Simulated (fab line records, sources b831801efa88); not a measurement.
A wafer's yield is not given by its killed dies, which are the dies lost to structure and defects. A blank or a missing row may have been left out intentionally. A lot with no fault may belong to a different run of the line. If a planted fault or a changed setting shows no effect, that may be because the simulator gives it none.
Which tool was responsible? || flow sky130 || 13 lots with 39 wafers sampled at 5 steps, on a route of 708 steps

WHAT THE GAUGES SHOWED, per wafer
SKY_VIA2_THK_MEAS_01. Usual: VIA2_HDPCVD_THK gives 1170 nm (standard deviation 13).
{"lot": "L231", "measured": "day 35 10:19", "on": "film metro-03", "VIA2_HDPCVD_THK (nm)": "1169 1157 1175", "flag": ""}
{"lot": "L233", "measured": "day 36 01:13", "on": "film metro-03", "VIA2_HDPCVD_THK (nm)": "1165 1165 1176", "flag": ""}
{"lot": "L235", "measured": "day 36 17:28", "on": "film metro-03", "VIA2_HDPCVD_THK (nm)": "1193 1171 1189", "flag": ""}
{"lot": "L236", "measured": "day 38 01:34", "on": "film metro-01", "VIA2_HDPCVD_THK (nm)": "1160 1181 1182", "flag": ""}
{"lot": "L237", "measured": "day 38 03:43", "on": "film metro-03", "VIA2_HDPCVD_THK (nm)": "1170 1178 1152", "flag": ""}
{"lot": "L239", "measured": "day 38 05:49", "on": "film metro-03", "VIA2_HDPCVD_THK (nm)": "1175 1190 1171", "flag": ""}
{"lot": "L240", "measured": "day 38 09:12", "on": "film metro-02", "VIA2_HDPCVD_THK (nm)": "1167 1165 1169", "flag": ""}
{"lot": "L241", "measured": "day 38 11:36", "on": "film metro-03", "VIA2_HDPCVD_THK (nm)": "1166 1186 1159", "flag": ""}
{"lot": "L246", "measured": "day 39 23:25", "on": "film metro-03", "VIA2_HDPCVD_THK (nm)": "1168 1159 1192", "flag": ""}
{"lot": "L249", "measured": "day 40 22:11", "on": "film metro-01", "VIA2_HDPCVD_THK (nm)": "1168 1159 1146", "flag": ""}
{"lot": "L250", "measured": "day 41 01:41", "on": "film metro-02", "VIA2_HDPCVD_THK (nm)": "1167 1170 1177", "flag": ""}
{"lot": "L252", "measured": "day 41 16:18", "on": "film metro-02", "VIA2_HDPCVD_THK (nm)": "1157 1163 1173", "flag": ""}
{"lot": "L253", "measured": "day 41 21:16", "on": "film metro-03", "VIA2_HDPCVD_THK (nm)": "1159 1152 1166", "flag": ""}

SKY_CAPM_THK_MEAS_01. Usual: CAPM_CVD_00_THK gives 15.57 nm (standard deviation 0.22).
{"lot": "L231", "measured": "day 36 15:02", "on": "film metro-03", "CAPM_CVD_00_THK (nm)": "15.04 15.14 15.65", "flag": ""}
{"lot": "L233", "measured": "day 37 04:46", "on": "film metro-03", "CAPM_CVD_00_THK (nm)": "15.59 15.62 15.75", "flag": ""}
{"lot": "L235", "measured": "day 37 21:12", "on": "film metro-03", "CAPM_CVD_00_THK (nm)": "15.60 15.47 16.06", "flag": ""}
{"lot": "L236", "measured": "day 39 04:22", "on": "film metro-04", "CAPM_CVD_00_THK (nm)": "15.70 15.88 15.66", "flag": ""}
{"lot": "L237", "measured": "day 39 07:02", "on": "film metro-02", "CAPM_CVD_00_THK (nm)": "15.54 15.56 15.58", "flag": ""}
{"lot": "L239", "measured": "day 39 09:19", "on": "film metro-04", "CAPM_CVD_00_THK (nm)": "15.52 15.50 15.78", "flag": ""}
{"lot": "L240", "measured": "day 39 13:17", "on": "film metro-03", "CAPM_CVD_00_THK (nm)": "30.67 30.81 31.38", "flag": "OFF"}
{"lot": "L241", "measured": "day 39 15:05", "on": "film metro-03", "CAPM_CVD_00_THK (nm)": "15.20 15.59 15.71", "flag": ""}
{"lot": "L246", "measured": "day 41 01:28", "on": "film metro-03", "CAPM_CVD_00_THK (nm)": "30.64 31.35 31.55", "flag": "OFF"}
{"lot": "L249", "measured": "day 42 00:17", "on": "film metro-02", "CAPM_CVD_00_THK (nm)": "15.45 15.52 15.94", "flag": ""}
{"lot": "L250", "measured": "day 42 04:14", "on": "film metro-03", "CAPM_CVD_00_THK (nm)": "31.43 31.01 31.60", "flag": "OFF"}
{"lot": "L252", "measured": "day 42 17:19", "on": "film metro-03", "CAPM_CVD_00_THK (nm)": "15.46 15.42 15.75", "flag": ""}
{"lot": "L253", "measured": "day 42 22:45", "on": "film metro-03", "CAPM_CVD_00_THK (nm)": "15.55 15.79 16.06", "flag": ""}

WHAT TOOL EACH LOT RAN ON (gives the tool, then ch and the chambers of the sampled wafers, and finally the start)
{"lot": "L231", "SKY_VIA2_CMP_02": "cmp-01 ch 0,1,2, day 35 10:28", "SKY_METAL3_SPUTTER_02": "pvd sputter-03, day 36 14:54", "SKY_CAPM_CVD_00": "pecvd-03 ch 0,1,2, day 36 15:01"}
{"lot": "L233", "SKY_VIA2_CMP_02": "cmp-01 ch 0,1,3, day 36 01:20", "SKY_METAL3_SPUTTER_02": "pvd sputter-01, day 37 04:37", "SKY_CAPM_CVD_00": "pecvd-04 ch 0,1,2, day 37 04:43"}
{"lot": "L235", "SKY_VIA2_CMP_02": "cmp-02 ch 0,1,2, day 36 17:32", "SKY_METAL3_SPUTTER_02": "pvd sputter-01, day 37 21:05", "SKY_CAPM_CVD_00": "pecvd-02 ch 0,1,2, day 37 21:11"}
{"lot": "L236", "SKY_VIA2_CMP_02": "cmp-01 ch 0,2,3, day 38 01:44", "SKY_METAL3_SPUTTER_02": "pvd sputter-03, day 39 04:14", "SKY_CAPM_CVD_00": "pecvd-02 ch 0,2, day 39 04:20"}
{"lot": "L237", "SKY_VIA2_CMP_02": "cmp-01 ch 0,2,3, day 38 03:55", "SKY_METAL3_SPUTTER_02": "pvd sputter-02, day 39 06:54", "SKY_CAPM_CVD_00": "pecvd-03 ch 1,2, day 39 07:01"}
{"lot": "L239", "SKY_VIA2_CMP_02": "cmp-01 ch 0,1,2, day 38 05:53", "SKY_METAL3_SPUTTER_02": "pvd sputter-01, day 39 09:10", "SKY_CAPM_CVD_00": "pecvd-02 ch 1,2, day 39 09:16"}
{"lot": "L240", "SKY_VIA2_CMP_02": "cmp-01 ch 0,2, day 38 09:14", "SKY_METAL3_SPUTTER_02": "pvd sputter-02, day 39 12:56", "SKY_CAPM_CVD_00": "pecvd-03 ch 0,1,2, day 39 13:00"}
{"lot": "L241", "SKY_VIA2_CMP_02": "cmp-01 ch 2,3, day 38 11:41", "SKY_METAL3_SPUTTER_02": "pvd sputter-01, day 39 14:56", "SKY_CAPM_CVD_00": "pecvd-04 ch 1,2, day 39 15:02"}
{"lot": "L246", "SKY_VIA2_CMP_02": "cmp-02 ch 2,3, day 39 23:31", "SKY_METAL3_SPUTTER_02": "pvd sputter-03, day 41 01:00", "SKY_CAPM_CVD_00": "pecvd-04 ch 0,1,2, day 41 01:00"}
{"lot": "L249", "SKY_VIA2_CMP_02": "cmp-01 ch 1,2,3, day 40 22:14", "SKY_METAL3_SPUTTER_02": "pvd sputter-03, day 42 00:08", "SKY_CAPM_CVD_00": "pecvd-03 ch 0,2, day 42 00:14"}
{"lot": "L250", "SKY_VIA2_CMP_02": "cmp-02 ch 0,1,3, day 41 01:50", "SKY_METAL3_SPUTTER_02": "pvd sputter-03, day 42 03:51", "SKY_CAPM_CVD_00": "pecvd-02 ch 1,2, day 42 03:57"}
{"lot": "L252", "SKY_VIA2_CMP_02": "cmp-01 ch 0,2,3, day 41 16:30", "SKY_METAL3_SPUTTER_02": "pvd sputter-02, day 42 17:11", "SKY_CAPM_CVD_00": "pecvd-03 ch 1,2, day 42 17:17"}
{"lot": "L253", "SKY_VIA2_CMP_02": "cmp-02 ch 0,3, day 41 21:20", "SKY_METAL3_SPUTTER_02": "pvd sputter-03, day 42 22:37", "SKY_CAPM_CVD_00": "pecvd-04 ch 0,2, day 42 22:44"}
- SKY_VIA2_CMP_02: polishes SiO2.
- SKY_METAL3_SPUTTER_02: material AlCu, target thk 735 nm, time 39.1 s.
- SKY_CAPM_CVD_00: deposits SiO2, target thk 15.5 nm.

WHAT THE TOOLS THEMSELVES READ (means of the sampled wafers that have a number; where no wafer has one, the mark that the record gives instead)
SKY_VIA2_CMP_02. Usual: motor current A 12.1 A, standard deviation 1.5; retaining ring pressure frac 1.001, standard deviation 0.0051.
{"lot": "L231", "tool": "cmp-01", "motor current A (A)": 11.9, "retaining ring pressure frac": 1.001, "flag": ""}
{"lot": "L233", "tool": "cmp-01", "motor current A (A)": 12.3, "retaining ring pressure frac": 1.000, "flag": ""}
{"lot": "L235", "tool": "cmp-02", "motor current A (A)": 13.6, "retaining ring pressure frac": 0.998, "flag": ""}
{"lot": "L236", "tool": "cmp-01", "motor current A (A)": 11.2, "retaining ring pressure frac": 1.000, "flag": ""}
{"lot": "L237", "tool": "cmp-01", "motor current A (A)": 11.9, "retaining ring pressure frac": 1.002, "flag": ""}
{"lot": "L239", "tool": "cmp-01", "motor current A (A)": 12.0, "retaining ring pressure frac": 1.000, "flag": ""}
{"lot": "L240", "tool": "cmp-01", "motor current A (A)": 12.1, "retaining ring pressure frac": 1.001, "flag": ""}
{"lot": "L241", "tool": "cmp-01", "motor current A (A)": 11.5, "retaining ring pressure frac": 1.003, "flag": ""}
{"lot": "L246", "tool": "cmp-02", "motor current A (A)": 11.0, "retaining ring pressure frac": 1.003, "flag": ""}
{"lot": "L249", "tool": "cmp-01", "motor current A (A)": 11.6, "retaining ring pressure frac": 1.000, "flag": ""}
{"lot": "L250", "tool": "cmp-02", "motor current A (A)": 13.3, "retaining ring pressure frac": 1.003, "flag": ""}
{"lot": "L252", "tool": "cmp-01", "motor current A (A)": 11.8, "retaining ring pressure frac": 1.000, "flag": ""}
{"lot": "L253", "tool": "cmp-02", "motor current A (A)": 14.5, "retaining ring pressure frac": 0.999, "flag": ""}

SKY_METAL3_SPUTTER_02. Usual: 29.8 % for throttle valve pct, sd 1.
{"lot": "L231", "tool": "pvd sputter-03", "throttle valve pct (%)": 30.7, "flag": ""}
{"lot": "L233", "tool": "pvd sputter-01", "throttle valve pct (%)": 29.6, "flag": ""}
{"lot": "L235", "tool": "pvd sputter-01", "throttle valve pct (%)": 30.5, "flag": ""}
{"lot": "L236", "tool": "pvd sputter-03", "throttle valve pct (%)": 29.6, "flag": ""}
{"lot": "L237", "tool": "pvd sputter-02", "throttle valve pct (%)": 29.3, "flag": ""}
{"lot": "L239", "tool": "pvd sputter-01", "throttle valve pct (%)": 30.2, "flag": ""}
{"lot": "L240", "tool": "pvd sputter-02", "throttle valve pct (%)": 29.1, "flag": ""}
{"lot": "L241", "tool": "pvd sputter-01", "throttle valve pct (%)": 29.8, "flag": ""}
{"lot": "L246", "tool": "pvd sputter-03", "throttle valve pct (%)": 30.7, "flag": ""}
{"lot": "L249", "tool": "pvd sputter-03", "throttle valve pct (%)": 30.0, "flag": ""}
{"lot": "L250", "tool": "pvd sputter-03", "throttle valve pct (%)": 29.5, "flag": ""}
{"lot": "L252", "tool": "pvd sputter-02", "throttle valve pct (%)": 29.2, "flag": ""}
{"lot": "L253", "tool": "pvd sputter-03", "throttle valve pct (%)": 29.9, "flag": ""}

SKY_CAPM_CVD_00. Usual: 711 W for heater power w, sd 73.
{"lot": "L231", "tool": "pecvd-03", "heater power w (W)": 684, "flag": ""}
{"lot": "L233", "tool": "pecvd-04", "heater power w (W)": 738, "flag": ""}
{"lot": "L235", "tool": "pecvd-02", "heater power w (W)": 755, "flag": ""}
{"lot": "L236", "tool": "pecvd-02", "heater power w (W)": 707, "flag": ""}
{"lot": "L237", "tool": "pecvd-03", "heater power w (W)": 692, "flag": ""}
{"lot": "L239", "tool": "pecvd-02", "heater power w (W)": 684, "flag": ""}
{"lot": "L240", "tool": "pecvd-03", "heater power w (W)": 648, "flag": ""}
{"lot": "L241", "tool": "pecvd-04", "heater power w (W)": 691, "flag": ""}
{"lot": "L246", "tool": "pecvd-04", "heater power w (W)": 752, "flag": ""}
{"lot": "L249", "tool": "pecvd-03", "heater power w (W)": 747, "flag": ""}
{"lot": "L250", "tool": "pecvd-02", "heater power w (W)": 684, "flag": ""}
{"lot": "L252", "tool": "pecvd-03", "heater power w (W)": 714, "flag": ""}
{"lot": "L253", "tool": "pecvd-04", "heater power w (W)": 810, "flag": ""}

THE ANSWER, worked out from the rows above alone
Rule: lot off if the mean of its wafers having a number is beyond 3 standard deviations from the usual mean. A lot without any number at a reading at which 4 lots or more have one is off too. The other lots that the step has rows for count as sound. The gauges are gone through in route order, then the tools' own readings, and for those a lot's mean is taken as printed above. At the first step where some lot is off, the reading lying furthest off is the one used; lots without a number count as furthest.
Off: at SKY_CAPM_THK_MEAS_01 (CAPM_CVD_00_THK), L240, L246, L250.
If a tool, at a process step before that reading, ran all the lots that are off and no sound lot after the first of them, it fits. Those tools and the gauges at SKY_CAPM_THK_MEAS_01 are tried in the same way. No candidate that was tried fits.

WHAT THE SIMULATOR PUT IN
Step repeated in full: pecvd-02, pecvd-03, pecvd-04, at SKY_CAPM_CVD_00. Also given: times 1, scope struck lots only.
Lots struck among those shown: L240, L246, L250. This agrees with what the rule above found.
